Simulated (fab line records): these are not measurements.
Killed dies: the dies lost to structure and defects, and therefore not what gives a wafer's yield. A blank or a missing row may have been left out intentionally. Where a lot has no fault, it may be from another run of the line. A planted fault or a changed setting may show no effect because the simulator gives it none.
Code-filled problem report in 8D (eight disciplines) form :: flow sky130 :: the parts of the form that need people (team, actions taken, sign-off) are left out

## 1. THE ISSUE
developer temp C at SKY_LDD_LDN_DEVELOP_06 reads a mean of 22.18 C on 6 wafers of 2 lots; wafers without a fault read 23.00 C with a standard deviation of 0.12. That puts it -6.8 standard deviations away from the usual mean.
The step: develop time 60 s.
Seen first at day 27 21:31 on litho track-01, wafer L390.1. The record has a number at this step for 39 wafers belonging to 13 lots. By rule, "out" or "out of limits" means more than 4 standard deviations away from the usual mean. All remaining wafers that have a number are taken as sound.

## 2. WHAT IT IS; WHAT IT IS NOT
question: which readings at this step
is: developer temp C
is not: exhaust pa

question: which lots
is: L390, L392
is not: L377, L379, L380, L381, L382, L386, L391, L394, L395, L399, L400

question: which wafers of those lots
is: all that have a number
is not: -

question: read on which tools
is: litho track-01
is not: litho track-03, litho track-04

question: when
is: from day 27 21:31
is not: up to then (18 sound wafers); but 15 sound wafers of L391, L394, L395, L399, L400 came after

## 3. THE SUSPECTS, EACH WITH WHAT RULES IT OUT
Counting: a tool at a process step up to the reading stays a suspect if it ran every lot that is out and no sound lot after the first of them.
- litho track-01 at SKY_LDD_LDN_DEVELOP_06 (develop time 60 s): ruled out as a lasting fault. Following L390 (day 27 21:31), the first lot on it that is out, the sound lots L399 were run on it.
Left after counting: nothing in the record.

## 4. THE CAUSE (what the simulator had put in)
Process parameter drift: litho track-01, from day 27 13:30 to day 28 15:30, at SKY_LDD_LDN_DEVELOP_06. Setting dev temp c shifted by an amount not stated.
Counting ruled it out, wrongly.

## 5. SEQUENCE OF EFFECTS, ordered by route
One row per reading whose mean, taken over the struck wafers that have a number, lies over 3 standard deviations from the usual. Readings are gone through only where the record gives a usual standard deviation; hours: the median, over the lots, of the time from a lot's start at the first step in this table giving one to that lot's start at this step; sigmas: the change measured in usual standard deviations.
hours: 0
step: SKY_LDD_LDN_DEVELOP_06
reading: developer temp C
usual: 23.00 C
on struck wafers: 22.18
change: -0.82
sigmas: -6.8
Process steps it contains:
- SKY_LDD_LDN_DEVELOP_06: develop time 60 s.
At these later measuring or inspecting steps, every struck wafer for which the step has a row has a number for every such reading, and none has moved that far: SKY_LDD_LDN_OVL_MEAS_07, SKY_LDD_LDN_TW_MEAS_13.

## 6. WHAT WOULD HAVE CAUGHT IT SOONER
The fault began at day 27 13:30; the first out-of-limits reading in this record came at day 27 21:31, 8 hours later.
